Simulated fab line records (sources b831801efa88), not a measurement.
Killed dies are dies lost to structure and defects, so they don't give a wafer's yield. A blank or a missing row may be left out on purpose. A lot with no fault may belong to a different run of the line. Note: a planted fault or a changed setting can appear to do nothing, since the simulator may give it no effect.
Which tool was responsible?    flow sky130    route of 708 steps, sampled at 1 step: 6 lots, 18 wafers

== WHAT EACH GAUGE READ, for each wafer ==
SKY_LDD_N_OVL_MEAS_07.
lot   measured      on          LDD_N_OVL (nm)
L458  day 18 07:36  overlay-02  -0.8 -2.2 -2.4
L460  day 19 05:54  overlay-01  2.0 0.4 -0.4
L463  day 20 08:11  overlay-01  2.7 2.0 1.4
L466  day 21 17:05  overlay-02  -0.9 -0.9 -0.5
L474  day 24 09:06  overlay-01  -0.1 -0.4 -1.3
L478  day 25 14:30  overlay-01  0.2 0.6 1.2

== TOOL THAT RAN EACH LOT (tool first, then ch and the chambers of the sampled wafers, then the start) ==
Record: no process step prior to these readings.

== THE ANSWER, worked out from the rows above alone ==
Rule: the usual values come from the lots themselves. The widest of any qualifying gaps counts: lots, ordered by their means at a reading, are off when they make up no more than a third of the lots, leave a main group of 4 or more, and stand apart from it by 3 or more times the standard deviation of that group's means. The tables above print the reading to a certain number of digits; a main group whose means all agree to those digits is not used. Also off: a lot with no number at a reading for which 4 or more lots have one. Any other lot the step has rows for is counted as sound.
None of the lots is off at any reading shown; this tells nothing.

== WHAT THE SIMULATOR HAD INSERTED ==
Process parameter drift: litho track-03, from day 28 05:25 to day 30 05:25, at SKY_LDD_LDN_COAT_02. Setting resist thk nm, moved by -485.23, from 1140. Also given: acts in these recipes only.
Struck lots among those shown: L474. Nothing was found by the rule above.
